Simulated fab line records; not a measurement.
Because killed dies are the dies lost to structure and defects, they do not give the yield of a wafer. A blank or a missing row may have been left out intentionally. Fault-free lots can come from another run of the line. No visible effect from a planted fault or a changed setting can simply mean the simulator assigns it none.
The tool behind it: which one? || flow gf180mcu || 24 lots, 72 wafers sampled, at 6 steps of a route of 602

## WHAT EACH GAUGE READ, for each wafer
GF_PASSIVATION_THK_MEAS_01.
{"lot": "L074", "measured": "day 28 01:50", "on": "film_metro-04", "PASSIVATION_CVD_00_THK (nm)": "1010 1001 1005"}
{"lot": "L075", "measured": "day 28 04:47", "on": "film_metro-01", "PASSIVATION_CVD_00_THK (nm)": "964 983 994"}
{"lot": "L076", "measured": "day 28 15:11", "on": "film_metro-04", "PASSIVATION_CVD_00_THK (nm)": "979 992 999"}
{"lot": "L077", "measured": "day 29 01:22", "on": "film_metro-03", "PASSIVATION_CVD_00_THK (nm)": "990 1008 997"}
{"lot": "L078", "measured": "day 29 07:04", "on": "film_metro-01", "PASSIVATION_CVD_00_THK (nm)": "1011 991 1029"}
{"lot": "L079", "measured": "day 29 10:44", "on": "film_metro-03", "PASSIVATION_CVD_00_THK (nm)": "1022 1008 1040"}
{"lot": "L080", "measured": "day 29 20:05", "on": "film_metro-01", "PASSIVATION_CVD_00_THK (nm)": "986 995 1000"}
{"lot": "L081", "measured": "day 30 08:24", "on": "film_metro-03", "PASSIVATION_CVD_00_THK (nm)": "972 993 988"}
{"lot": "L082", "measured": "day 30 09:01", "on": "film_metro-01", "PASSIVATION_CVD_00_THK (nm)": "984 1006 999"}
{"lot": "L083", "measured": "day 30 18:39", "on": "film_metro-03", "PASSIVATION_CVD_00_THK (nm)": "1002 969 1006"}
{"lot": "L084", "measured": "day 31 10:05", "on": "film_metro-01", "PASSIVATION_CVD_00_THK (nm)": "999 986 1001"}
{"lot": "L085", "measured": "day 31 14:47", "on": "film_metro-04", "PASSIVATION_CVD_00_THK (nm)": "1010 1014 1032"}
{"lot": "L086", "measured": "day 31 21:04", "on": "film_metro-04", "PASSIVATION_CVD_00_THK (nm)": "1011 1009 1025"}
{"lot": "L087", "measured": "day 32 00:35", "on": "film_metro-03", "PASSIVATION_CVD_00_THK (nm)": "1001 986 1008"}
{"lot": "L088", "measured": "day 32 04:46", "on": "film_metro-01", "PASSIVATION_CVD_00_THK (nm)": "992 990 1017"}
{"lot": "L090", "measured": "day 32 19:16", "on": "film_metro-03", "PASSIVATION_CVD_00_THK (nm)": "1022 999 1024"}
{"lot": "L089", "measured": "day 32 21:26", "on": "film_metro-04", "PASSIVATION_CVD_00_THK (nm)": "1004 1027 1041"}
{"lot": "L091", "measured": "day 33 01:19", "on": "film_metro-01", "PASSIVATION_CVD_00_THK (nm)": "1008 1013 1029"}
{"lot": "L092", "measured": "day 33 02:24", "on": "film_metro-01", "PASSIVATION_CVD_00_THK (nm)": "967 1017 994"}
{"lot": "L093", "measured": "day 33 08:37", "on": "film_metro-04", "PASSIVATION_CVD_00_THK (nm)": "1012 1039 1026"}
{"lot": "L094", "measured": "day 33 13:40", "on": "film_metro-01", "PASSIVATION_CVD_00_THK (nm)": "1010 1000 1034"}
{"lot": "L096", "measured": "day 34 02:44", "on": "film_metro-03", "PASSIVATION_CVD_00_THK (nm)": "983 998 994"}
{"lot": "L095", "measured": "day 34 02:25", "on": "film_metro-04", "PASSIVATION_CVD_00_THK (nm)": "993 1008 1006"}
{"lot": "L097", "measured": "day 34 11:26", "on": "film_metro-01", "PASSIVATION_CVD_00_THK (nm)": "1005 1026 1010"}

## WHICH TOOL RAN EACH LOT (tool, then ch and the chambers of the sampled wafers, then the start)
{"lot": "L074", "GF_M2_SPUTTER_04": "pvd_sputter-02, day 18 04:40", "GF_V4_STRIP_18": "plasma_asher-03 ch 1, day 24 09:01", "GF_V4_SPUTTER_21": "pvd_sputter-03, day 24 09:32", "GF_MIM_SPUTTER_00": "pvd_sputter-01, day 24 10:28", "GF_M5_STRIP_11": "plasma_asher-03 ch 0,1, day 26 05:43"}
{"lot": "L075", "GF_M2_SPUTTER_04": "pvd_sputter-02, day 18 08:02", "GF_V4_STRIP_18": "plasma_asher-04 ch 0,1, day 24 11:31", "GF_V4_SPUTTER_21": "pvd_sputter-03, day 24 12:03", "GF_MIM_SPUTTER_00": "pvd_sputter-02, day 24 12:52", "GF_M5_STRIP_11": "plasma_asher-01 ch 0,1, day 26 08:25"}
{"lot": "L076", "GF_M2_SPUTTER_04": "pvd_sputter-01, day 18 18:44", "GF_V4_STRIP_18": "plasma_asher-04 ch 0,1, day 24 22:20", "GF_V4_SPUTTER_21": "pvd_sputter-04, day 24 22:52", "GF_MIM_SPUTTER_00": "pvd_sputter-03, day 24 23:50", "GF_M5_STRIP_11": "plasma_asher-04 ch 0,1, day 26 19:17"}
{"lot": "L077", "GF_M2_SPUTTER_04": "pvd_sputter-02, day 19 05:17", "GF_V4_STRIP_18": "plasma_asher-04 ch 0,1, day 25 08:49", "GF_V4_SPUTTER_21": "pvd_sputter-04, day 25 09:23", "GF_MIM_SPUTTER_00": "pvd_sputter-01, day 25 10:11", "GF_M5_STRIP_11": "plasma_asher-04 ch 0,1, day 27 04:57"}
{"lot": "L078", "GF_M2_SPUTTER_04": "pvd_sputter-02, day 19 13:04", "GF_V4_STRIP_18": "plasma_asher-02 ch 0,1, day 25 15:14", "GF_V4_SPUTTER_21": "pvd_sputter-02, day 25 15:45", "GF_MIM_SPUTTER_00": "pvd_sputter-03, day 25 16:26", "GF_M5_STRIP_11": "plasma_asher-04 ch 0,1, day 27 11:22"}
{"lot": "L079", "GF_M2_SPUTTER_04": "pvd_sputter-02, day 19 21:02", "GF_V4_STRIP_18": "plasma_asher-04 ch 0,1, day 25 20:31", "GF_V4_SPUTTER_21": "pvd_sputter-03, day 25 21:03", "GF_MIM_SPUTTER_00": "pvd_sputter-01, day 25 21:44", "GF_M5_STRIP_11": "plasma_asher-04 ch 0,1, day 27 15:01"}
{"lot": "L080", "GF_M2_SPUTTER_04": "pvd_sputter-02, day 20 08:08", "GF_V4_STRIP_18": "plasma_asher-03 ch 1, day 26 07:16", "GF_V4_SPUTTER_21": "pvd_sputter-03, day 26 07:50", "GF_MIM_SPUTTER_00": "pvd_sputter-01, day 26 08:31", "GF_M5_STRIP_11": "plasma_asher-01 ch 0,1, day 28 01:13"}
{"lot": "L081", "GF_M2_SPUTTER_04": "pvd_sputter-01, day 20 22:52", "GF_V4_STRIP_18": "plasma_asher-03 ch 0,1, day 26 21:07", "GF_V4_SPUTTER_21": "pvd_sputter-03, day 26 21:40", "GF_MIM_SPUTTER_00": "pvd_sputter-01, day 26 22:21", "GF_M5_STRIP_11": "plasma_asher-01 ch 0,1, day 28 14:52"}
{"lot": "L082", "GF_M2_SPUTTER_04": "pvd_sputter-01, day 20 23:53", "GF_V4_STRIP_18": "plasma_asher-04 ch 0,1, day 26 21:30", "GF_V4_SPUTTER_21": "pvd_sputter-02, day 26 22:00", "GF_MIM_SPUTTER_00": "pvd_sputter-01, day 26 22:41", "GF_M5_STRIP_11": "plasma_asher-04 ch 0,1, day 28 15:40"}
{"lot": "L083", "GF_M2_SPUTTER_04": "pvd_sputter-01, day 21 13:22", "GF_V4_STRIP_18": "plasma_asher-04 ch 1, day 27 08:35", "GF_V4_SPUTTER_21": "pvd_sputter-03, day 27 09:09", "GF_MIM_SPUTTER_00": "pvd_sputter-02, day 27 09:50", "GF_M5_STRIP_11": "plasma_asher-03 ch 0, day 29 02:28"}
{"lot": "L084", "GF_M2_SPUTTER_04": "pvd_sputter-04, day 22 07:22", "GF_V4_STRIP_18": "plasma_asher-02 ch 1, day 28 00:53", "GF_V4_SPUTTER_21": "pvd_sputter-02, day 28 01:25", "GF_MIM_SPUTTER_00": "pvd_sputter-02, day 28 02:08", "GF_M5_STRIP_11": "plasma_asher-01 ch 0,1, day 29 18:10"}
{"lot": "L085", "GF_M2_SPUTTER_04": "pvd_sputter-01, day 22 17:55", "GF_V4_STRIP_18": "plasma_asher-02 ch 0,1, day 28 08:07", "GF_V4_SPUTTER_21": "pvd_sputter-02, day 28 08:41", "GF_MIM_SPUTTER_00": "pvd_sputter-03, day 28 09:23", "GF_M5_STRIP_11": "plasma_asher-03 ch 0,1, day 30 00:01"}
{"lot": "L086", "GF_M2_SPUTTER_04": "pvd_sputter-02, day 22 23:20", "GF_V4_STRIP_18": "plasma_asher-03 ch 0,1, day 28 13:55", "GF_V4_SPUTTER_21": "pvd_sputter-02, day 28 14:28", "GF_MIM_SPUTTER_00": "pvd_sputter-03, day 28 15:10", "GF_M5_STRIP_11": "plasma_asher-01 ch 0,1, day 30 06:14"}
{"lot": "L087", "GF_M2_SPUTTER_04": "pvd_sputter-01, day 23 04:42", "GF_V4_STRIP_18": "plasma_asher-02 ch 0,1, day 28 18:41", "GF_V4_SPUTTER_21": "pvd_sputter-03, day 28 19:14", "GF_MIM_SPUTTER_00": "pvd_sputter-02, day 28 19:55", "GF_M5_STRIP_11": "plasma_asher-04 ch 0,1, day 30 09:47"}
{"lot": "L088", "GF_M2_SPUTTER_04": "pvd_sputter-02, day 23 09:16", "GF_V4_STRIP_18": "plasma_asher-04 ch 0,1, day 28 23:07", "GF_V4_SPUTTER_21": "pvd_sputter-04, day 28 23:39", "GF_MIM_SPUTTER_00": "pvd_sputter-02, day 29 00:20", "GF_M5_STRIP_11": "plasma_asher-01 ch 0,1, day 30 14:26"}
{"lot": "L090", "GF_M2_SPUTTER_04": "pvd_sputter-02, day 24 02:50", "GF_V4_STRIP_18": "plasma_asher-02 ch 0,1, day 29 14:03", "GF_V4_SPUTTER_21": "pvd_sputter-03, day 29 14:53", "GF_MIM_SPUTTER_00": "pvd_sputter-01, day 29 15:35", "GF_M5_STRIP_11": "plasma_asher-03 ch 0,1, day 31 05:26"}
{"lot": "L089", "GF_M2_SPUTTER_04": "pvd_sputter-02, day 24 06:53", "GF_V4_STRIP_18": "plasma_asher-02 ch 0,1, day 29 17:49", "GF_V4_SPUTTER_21": "pvd_sputter-03, day 29 18:21", "GF_MIM_SPUTTER_00": "pvd_sputter-03, day 29 19:02", "GF_M5_STRIP_11": "plasma_asher-04 ch 0,1, day 31 07:59"}
{"lot": "L091", "GF_M2_SPUTTER_04": "pvd_sputter-01, day 24 12:29", "GF_V4_STRIP_18": "plasma_asher-04 ch 0,1, day 29 21:34", "GF_V4_SPUTTER_21": "pvd_sputter-03, day 29 22:06", "GF_MIM_SPUTTER_00": "pvd_sputter-03, day 29 22:47", "GF_M5_STRIP_11": "plasma_asher-01 ch 0,1, day 31 11:29"}
{"lot": "L092", "GF_M2_SPUTTER_04": "pvd_sputter-01, day 24 14:20", "GF_V4_STRIP_18": "plasma_asher-04 ch 0,1, day 29 22:32", "GF_V4_SPUTTER_21": "pvd_sputter-04, day 29 23:02", "GF_MIM_SPUTTER_00": "pvd_sputter-03, day 29 23:44", "GF_M5_STRIP_11": "plasma_asher-03 ch 0,1, day 31 12:13"}
{"lot": "L093", "GF_M2_SPUTTER_04": "pvd_sputter-01, day 24 23:11", "GF_V4_STRIP_18": "plasma_asher-04 ch 0,1, day 30 06:48", "GF_V4_SPUTTER_21": "pvd_sputter-04, day 30 07:19", "GF_MIM_SPUTTER_00": "pvd_sputter-03, day 30 08:00", "GF_M5_STRIP_11": "plasma_asher-01 ch 0,1, day 31 19:15"}
{"lot": "L094", "GF_M2_SPUTTER_04": "pvd_sputter-01, day 25 05:23", "GF_V4_STRIP_18": "plasma_asher-02 ch 0,1, day 30 12:52", "GF_V4_SPUTTER_21": "pvd_sputter-03, day 30 13:25", "GF_MIM_SPUTTER_00": "pvd_sputter-03, day 30 14:16", "GF_M5_STRIP_11": "plasma_asher-04 ch 0,1, day 32 01:52"}
{"lot": "L096", "GF_M2_SPUTTER_04": "pvd_sputter-01, day 25 23:49", "GF_V4_STRIP_18": "plasma_asher-04 ch 0,1, day 31 03:52", "GF_V4_SPUTTER_21": "pvd_sputter-02, day 31 04:25", "GF_MIM_SPUTTER_00": "pvd_sputter-01, day 31 05:07", "GF_M5_STRIP_11": "plasma_asher-04 ch 1, day 32 15:44"}
{"lot": "L095", "GF_M2_SPUTTER_04": "pvd_sputter-02, day 26 00:08", "GF_V4_STRIP_18": "plasma_asher-04 ch 0,1, day 31 03:10", "GF_V4_SPUTTER_21": "pvd_sputter-03, day 31 03:44", "GF_MIM_SPUTTER_00": "pvd_sputter-01, day 31 04:25", "GF_M5_STRIP_11": "plasma_asher-01 ch 0,1, day 32 14:47"}
{"lot": "L097", "GF_M2_SPUTTER_04": "pvd_sputter-01, day 26 09:48", "GF_V4_STRIP_18": "plasma_asher-04 ch 0,1, day 31 12:38", "GF_V4_SPUTTER_21": "pvd_sputter-03, day 31 13:13", "GF_MIM_SPUTTER_00": "pvd_sputter-01, day 31 14:38", "GF_M5_STRIP_11": "plasma_asher-04 ch 0,1, day 33 00:40"}
- GF_M2_SPUTTER_04: material TiN, target thk 50 nm, time 41.7 s.
- GF_V4_STRIP_18: strips in O2/N2.
- GF_V4_SPUTTER_21: material Ti, target thk 15 nm, time 80.02 s.
- GF_MIM_SPUTTER_00: material Ti, target thk 37.5 nm, time 150 s.
- GF_M5_STRIP_11: strips in O2/N2.

## WHAT THE TOOLS THEMSELVES READ (means of the sampled wafers that have a number; where no wafer has one, the mark that the record gives instead)
GF_M2_SPUTTER_04.
{"lot": "L074", "tool": "pvd_sputter-02", "throttle_valve_pct (%)": 30.4}
{"lot": "L075", "tool": "pvd_sputter-02", "throttle_valve_pct (%)": 31.1}
{"lot": "L076", "tool": "pvd_sputter-01", "throttle_valve_pct (%)": 28.8}
{"lot": "L077", "tool": "pvd_sputter-02", "throttle_valve_pct (%)": 30.4}
{"lot": "L078", "tool": "pvd_sputter-02", "throttle_valve_pct (%)": 31.0}
{"lot": "L079", "tool": "pvd_sputter-02", "throttle_valve_pct (%)": 31.0}
{"lot": "L080", "tool": "pvd_sputter-02", "throttle_valve_pct (%)": 30.2}
{"lot": "L081", "tool": "pvd_sputter-01", "throttle_valve_pct (%)": 29.9}
{"lot": "L082", "tool": "pvd_sputter-01", "throttle_valve_pct (%)": 29.7}
{"lot": "L083", "tool": "pvd_sputter-01", "throttle_valve_pct (%)": 29.7}
{"lot": "L084", "tool": "pvd_sputter-04", "throttle_valve_pct (%)": 29.9}
{"lot": "L085", "tool": "pvd_sputter-01", "throttle_valve_pct (%)": 29.8}
{"lot": "L086", "tool": "pvd_sputter-02", "throttle_valve_pct (%)": 31.2}
{"lot": "L087", "tool": "pvd_sputter-01", "throttle_valve_pct (%)": 28.5}
{"lot": "L088", "tool": "pvd_sputter-02", "throttle_valve_pct (%)": 31.0}
{"lot": "L090", "tool": "pvd_sputter-02", "throttle_valve_pct (%)": 30.3}
{"lot": "L089", "tool": "pvd_sputter-02", "throttle_valve_pct (%)": 30.7}
{"lot": "L091", "tool": "pvd_sputter-01", "throttle_valve_pct (%)": 29.3}
{"lot": "L092", "tool": "pvd_sputter-01", "throttle_valve_pct (%)": 29.0}
{"lot": "L093", "tool": "pvd_sputter-01", "throttle_valve_pct (%)": 30.0}
{"lot": "L094", "tool": "pvd_sputter-01", "throttle_valve_pct (%)": 29.6}
{"lot": "L096", "tool": "pvd_sputter-01", "throttle_valve_pct (%)": 29.4}
{"lot": "L095", "tool": "pvd_sputter-02", "throttle_valve_pct (%)": 30.3}
{"lot": "L097", "tool": "pvd_sputter-01", "throttle_valve_pct (%)": 29.5}

GF_V4_STRIP_18.
{"lot": "L074", "tool": "plasma_asher-03", "drypump_motor_current_A (A)": 6.4, "heater_power_w (W)": 334, "oes_product_au (a.u.)": 0.598}
{"lot": "L075", "tool": "plasma_asher-04", "drypump_motor_current_A (A)": 5.6, "heater_power_w (W)": 321, "oes_product_au (a.u.)": 0.594}
{"lot": "L076", "tool": "plasma_asher-04", "drypump_motor_current_A (A)": 5.8, "heater_power_w (W)": 334, "oes_product_au (a.u.)": 0.589}
{"lot": "L077", "tool": "plasma_asher-04", "drypump_motor_current_A (A)": 5.8, "heater_power_w (W)": 328, "oes_product_au (a.u.)": 0.595}
{"lot": "L078", "tool": "plasma_asher-02", "drypump_motor_current_A (A)": 5.6, "heater_power_w (W)": 352, "oes_product_au (a.u.)": 0.592}
{"lot": "L079", "tool": "plasma_asher-04", "drypump_motor_current_A (A)": 5.6, "heater_power_w (W)": 321, "oes_product_au (a.u.)": 0.591}
{"lot": "L080", "tool": "plasma_asher-03", "drypump_motor_current_A (A)": 6.4, "heater_power_w (W)": 337, "oes_product_au (a.u.)": 0.588}
{"lot": "L081", "tool": "plasma_asher-03", "drypump_motor_current_A (A)": 5.8, "heater_power_w (W)": 294, "oes_product_au (a.u.)": 0.590}
{"lot": "L082", "tool": "plasma_asher-04", "drypump_motor_current_A (A)": 5.6, "heater_power_w (W)": 325, "oes_product_au (a.u.)": 0.597}
{"lot": "L083", "tool": "plasma_asher-04", "drypump_motor_current_A (A)": 6.1, "heater_power_w (W)": 341, "oes_product_au (a.u.)": 0.594}
{"lot": "L084", "tool": "plasma_asher-02", "drypump_motor_current_A (A)": 5.7, "heater_power_w (W)": 365, "oes_product_au (a.u.)": 0.592}
{"lot": "L085", "tool": "plasma_asher-02", "drypump_motor_current_A (A)": 5.5, "heater_power_w (W)": 347, "oes_product_au (a.u.)": 0.592}
{"lot": "L086", "tool": "plasma_asher-03", "drypump_motor_current_A (A)": 5.8, "heater_power_w (W)": 292, "oes_product_au (a.u.)": 0.590}
{"lot": "L087", "tool": "plasma_asher-02", "drypump_motor_current_A (A)": 5.5, "heater_power_w (W)": 348, "oes_product_au (a.u.)": 0.592}
{"lot": "L088", "tool": "plasma_asher-04", "drypump_motor_current_A (A)": 5.8, "heater_power_w (W)": 335, "oes_product_au (a.u.)": 0.596}
{"lot": "L090", "tool": "plasma_asher-02", "drypump_motor_current_A (A)": 5.5, "heater_power_w (W)": 350, "oes_product_au (a.u.)": 0.593}
{"lot": "L089", "tool": "plasma_asher-02", "drypump_motor_current_A (A)": 5.6, "heater_power_w (W)": 357, "oes_product_au (a.u.)": 0.595}
{"lot": "L091", "tool": "plasma_asher-04", "drypump_motor_current_A (A)": 5.6, "heater_power_w (W)": 322, "oes_product_au (a.u.)": 0.590}
{"lot": "L092", "tool": "plasma_asher-04", "drypump_motor_current_A (A)": 5.8, "heater_power_w (W)": 328, "oes_product_au (a.u.)": 0.590}
{"lot": "L093", "tool": "plasma_asher-04", "drypump_motor_current_A (A)": 5.6, "heater_power_w (W)": 323, "oes_product_au (a.u.)": 0.593}
{"lot": "L094", "tool": "plasma_asher-02", "drypump_motor_current_A (A)": 5.5, "heater_power_w (W)": 350, "oes_product_au (a.u.)": 0.592}
{"lot": "L096", "tool": "plasma_asher-04", "drypump_motor_current_A (A)": 5.6, "heater_power_w (W)": 320, "oes_product_au (a.u.)": 0.594}
{"lot": "L095", "tool": "plasma_asher-04", "drypump_motor_current_A (A)": 5.8, "heater_power_w (W)": 332, "oes_product_au (a.u.)": 0.589}
{"lot": "L097", "tool": "plasma_asher-04", "drypump_motor_current_A (A)": 5.8, "heater_power_w (W)": 329, "oes_product_au (a.u.)": 0.599}

GF_V4_SPUTTER_21.
{"lot": "L074", "tool": "pvd_sputter-03", "throttle_valve_pct (%)": 29.6}
{"lot": "L075", "tool": "pvd_sputter-03", "throttle_valve_pct (%)": 30.4}
{"lot": "L076", "tool": "pvd_sputter-04", "throttle_valve_pct (%)": 29.6}
{"lot": "L077", "tool": "pvd_sputter-04", "throttle_valve_pct (%)": 29.8}
{"lot": "L078", "tool": "pvd_sputter-02", "throttle_valve_pct (%)": 30.6}
{"lot": "L079", "tool": "pvd_sputter-03", "throttle_valve_pct (%)": 29.6}
{"lot": "L080", "tool": "pvd_sputter-03", "throttle_valve_pct (%)": 29.8}
{"lot": "L081", "tool": "pvd_sputter-03", "throttle_valve_pct (%)": 30.4}
{"lot": "L082", "tool": "pvd_sputter-02", "throttle_valve_pct (%)": 31.5}
{"lot": "L083", "tool": "pvd_sputter-03", "throttle_valve_pct (%)": 29.7}
{"lot": "L084", "tool": "pvd_sputter-02", "throttle_valve_pct (%)": 30.1}
{"lot": "L085", "tool": "pvd_sputter-02", "throttle_valve_pct (%)": 30.2}
{"lot": "L086", "tool": "pvd_sputter-02", "throttle_valve_pct (%)": 30.6}
{"lot": "L087", "tool": "pvd_sputter-03", "throttle_valve_pct (%)": 29.6}
{"lot": "L088", "tool": "pvd_sputter-04", "throttle_valve_pct (%)": 29.5}
{"lot": "L090", "tool": "pvd_sputter-03", "throttle_valve_pct (%)": 29.7}
{"lot": "L089", "tool": "pvd_sputter-03", "throttle_valve_pct (%)": 31.3}
{"lot": "L091", "tool": "pvd_sputter-03", "throttle_valve_pct (%)": 29.7}
{"lot": "L092", "tool": "pvd_sputter-04", "throttle_valve_pct (%)": 29.5}
{"lot": "L093", "tool": "pvd_sputter-04", "throttle_valve_pct (%)": 29.6}
{"lot": "L094", "tool": "pvd_sputter-03", "throttle_valve_pct (%)": 29.6}
{"lot": "L096", "tool": "pvd_sputter-02", "throttle_valve_pct (%)": 30.1}
{"lot": "L095", "tool": "pvd_sputter-03", "throttle_valve_pct (%)": 30.3}
{"lot": "L097", "tool": "pvd_sputter-03", "throttle_valve_pct (%)": 30.5}

GF_MIM_SPUTTER_00.
{"lot": "L074", "tool": "pvd_sputter-01", "throttle_valve_pct (%)": 28.2}
{"lot": "L075", "tool": "pvd_sputter-02", "throttle_valve_pct (%)": 30.5}
{"lot": "L076", "tool": "pvd_sputter-03", "throttle_valve_pct (%)": 30.4}
{"lot": "L077", "tool": "pvd_sputter-01", "throttle_valve_pct (%)": 29.2}
{"lot": "L078", "tool": "pvd_sputter-03", "throttle_valve_pct (%)": 29.9}
{"lot": "L079", "tool": "pvd_sputter-01", "throttle_valve_pct (%)": 29.3}
{"lot": "L080", "tool": "pvd_sputter-01", "throttle_valve_pct (%)": 29.4}
{"lot": "L081", "tool": "pvd_sputter-01", "throttle_valve_pct (%)": 28.5}
{"lot": "L082", "tool": "pvd_sputter-01", "throttle_valve_pct (%)": 28.1}
{"lot": "L083", "tool": "pvd_sputter-02", "throttle_valve_pct (%)": 30.0}
{"lot": "L084", "tool": "pvd_sputter-02", "throttle_valve_pct (%)": 30.6}
{"lot": "L085", "tool": "pvd_sputter-03", "throttle_valve_pct (%)": 30.9}
{"lot": "L086", "tool": "pvd_sputter-03", "throttle_valve_pct (%)": 31.7}
{"lot": "L087", "tool": "pvd_sputter-02", "throttle_valve_pct (%)": 30.6}
{"lot": "L088", "tool": "pvd_sputter-02", "throttle_valve_pct (%)": 30.7}
{"lot": "L090", "tool": "pvd_sputter-01", "throttle_valve_pct (%)": 29.0}
{"lot": "L089", "tool": "pvd_sputter-03", "throttle_valve_pct (%)": 30.2}
{"lot": "L091", "tool": "pvd_sputter-03", "throttle_valve_pct (%)": 30.5}
{"lot": "L092", "tool": "pvd_sputter-03", "throttle_valve_pct (%)": 30.3}
{"lot": "L093", "tool": "pvd_sputter-03", "throttle_valve_pct (%)": 28.9}
{"lot": "L094", "tool": "pvd_sputter-03", "throttle_valve_pct (%)": 30.5}
{"lot": "L096", "tool": "pvd_sputter-01", "throttle_valve_pct (%)": 29.6}
{"lot": "L095", "tool": "pvd_sputter-01", "throttle_valve_pct (%)": 28.3}
{"lot": "L097", "tool": "pvd_sputter-01", "throttle_valve_pct (%)": 29.8}

GF_M5_STRIP_11.
{"lot": "L074", "tool": "plasma_asher-03", "drypump_motor_current_A (A)": 5.8, "heater_power_w (W)": 294, "oes_product_au (a.u.)": 0.548, "strip_time_to_endpoint_s (s)": 7.49}
{"lot": "L075", "tool": "plasma_asher-01", "drypump_motor_current_A (A)": 5.6, "heater_power_w (W)": 336, "oes_product_au (a.u.)": 0.545, "strip_time_to_endpoint_s (s)": 7.57}
{"lot": "L076", "tool": "plasma_asher-04", "drypump_motor_current_A (A)": 5.6, "heater_power_w (W)": 322, "oes_product_au (a.u.)": 0.541, "strip_time_to_endpoint_s (s)": 7.52}
{"lot": "L077", "tool": "plasma_asher-04", "drypump_motor_current_A (A)": 5.6, "heater_power_w (W)": 319, "oes_product_au (a.u.)": 0.547, "strip_time_to_endpoint_s (s)": 7.50}
{"lot": "L078", "tool": "plasma_asher-04", "drypump_motor_current_A (A)": 5.8, "heater_power_w (W)": 334, "oes_product_au (a.u.)": 0.544, "strip_time_to_endpoint_s (s)": 7.51}
{"lot": "L079", "tool": "plasma_asher-04", "drypump_motor_current_A (A)": 5.8, "heater_power_w (W)": 329, "oes_product_au (a.u.)": 0.539, "strip_time_to_endpoint_s (s)": 7.47}
{"lot": "L080", "tool": "plasma_asher-01", "drypump_motor_current_A (A)": 5.6, "heater_power_w (W)": 336, "oes_product_au (a.u.)": 0.545, "strip_time_to_endpoint_s (s)": 7.52}
{"lot": "L081", "tool": "plasma_asher-01", "drypump_motor_current_A (A)": 5.6, "heater_power_w (W)": 334, "oes_product_au (a.u.)": 0.544, "strip_time_to_endpoint_s (s)": 7.52}
{"lot": "L082", "tool": "plasma_asher-04", "drypump_motor_current_A (A)": 5.6, "heater_power_w (W)": 326, "oes_product_au (a.u.)": 0.542, "strip_time_to_endpoint_s (s)": 7.50}
{"lot": "L083", "tool": "plasma_asher-03", "drypump_motor_current_A (A)": 5.5, "heater_power_w (W)": 280, "oes_product_au (a.u.)": 0.546, "strip_time_to_endpoint_s (s)": 7.54}
{"lot": "L084", "tool": "plasma_asher-01", "drypump_motor_current_A (A)": 5.1, "heater_power_w (W)": 347, "oes_product_au (a.u.)": 0.544, "strip_time_to_endpoint_s (s)": 7.52}
{"lot": "L085", "tool": "plasma_asher-03", "drypump_motor_current_A (A)": 6.1, "heater_power_w (W)": 313, "oes_product_au (a.u.)": 0.538, "strip_time_to_endpoint_s (s)": 7.47}
{"lot": "L086", "tool": "plasma_asher-01", "drypump_motor_current_A (A)": 5.6, "heater_power_w (W)": 336, "oes_product_au (a.u.)": 0.545, "strip_time_to_endpoint_s (s)": 7.51}
{"lot": "L087", "tool": "plasma_asher-04", "drypump_motor_current_A (A)": 5.6, "heater_power_w (W)": 322, "oes_product_au (a.u.)": 0.538, "strip_time_to_endpoint_s (s)": 7.45}
{"lot": "L088", "tool": "plasma_asher-01", "drypump_motor_current_A (A)": 5.6, "heater_power_w (W)": 336, "oes_product_au (a.u.)": 0.542, "strip_time_to_endpoint_s (s)": 7.45}
{"lot": "L090", "tool": "plasma_asher-03", "drypump_motor_current_A (A)": 5.8, "heater_power_w (W)": 300, "oes_product_au (a.u.)": 0.535, "strip_time_to_endpoint_s (s)": 7.45}
{"lot": "L089", "tool": "plasma_asher-04", "drypump_motor_current_A (A)": 5.6, "heater_power_w (W)": 321, "oes_product_au (a.u.)": 0.540, "strip_time_to_endpoint_s (s)": 7.48}
{"lot": "L091", "tool": "plasma_asher-01", "drypump_motor_current_A (A)": 5.6, "heater_power_w (W)": 337, "oes_product_au (a.u.)": 0.546, "strip_time_to_endpoint_s (s)": 7.53}
{"lot": "L092", "tool": "plasma_asher-03", "drypump_motor_current_A (A)": 6.0, "heater_power_w (W)": 313, "oes_product_au (a.u.)": 0.540, "strip_time_to_endpoint_s (s)": 7.50}
{"lot": "L093", "tool": "plasma_asher-01", "drypump_motor_current_A (A)": 5.6, "heater_power_w (W)": 336, "oes_product_au (a.u.)": 0.537, "strip_time_to_endpoint_s (s)": 7.43}
{"lot": "L094", "tool": "plasma_asher-04", "drypump_motor_current_A (A)": 5.8, "heater_power_w (W)": 317, "oes_product_au (a.u.)": 0.542, "strip_time_to_endpoint_s (s)": 7.52}
{"lot": "L096", "tool": "plasma_asher-04", "drypump_motor_current_A (A)": 6.1, "heater_power_w (W)": 322, "oes_product_au (a.u.)": 0.547, "strip_time_to_endpoint_s (s)": 7.50}
{"lot": "L095", "tool": "plasma_asher-01", "drypump_motor_current_A (A)": 5.6, "heater_power_w (W)": 335, "oes_product_au (a.u.)": 0.545, "strip_time_to_endpoint_s (s)": 7.54}
{"lot": "L097", "tool": "plasma_asher-04", "drypump_motor_current_A (A)": 5.6, "heater_power_w (W)": 322, "oes_product_au (a.u.)": 0.541, "strip_time_to_endpoint_s (s)": 7.42}

## THE ANSWER, worked out from the rows above alone
Rule: the lots themselves supply what counts as usual. The widest of any qualifying gaps counts: lots, ordered by their means at a reading, are off when they make up no more than a third of the lots, leave a main group of 4 or more, and stand apart from it by 3 or more times the standard deviation of that group's means. A main group whose means are all the same, to the digits that the tables above print for the reading, isn't used. Also off: a lot with no number at a reading for which 4 or more lots have one. Any other lot the step has rows for is counted as sound. After the gauges, taken in route order, come the tools' own readings; for these a lot's mean is taken, as printed above. At the first step where some lot is off, the reading lying furthest off is the one used; lots without a number count as furthest.
No lot is off at any reading shown: from this, nothing can be told.

## WHAT THE SIMULATOR PUT IN
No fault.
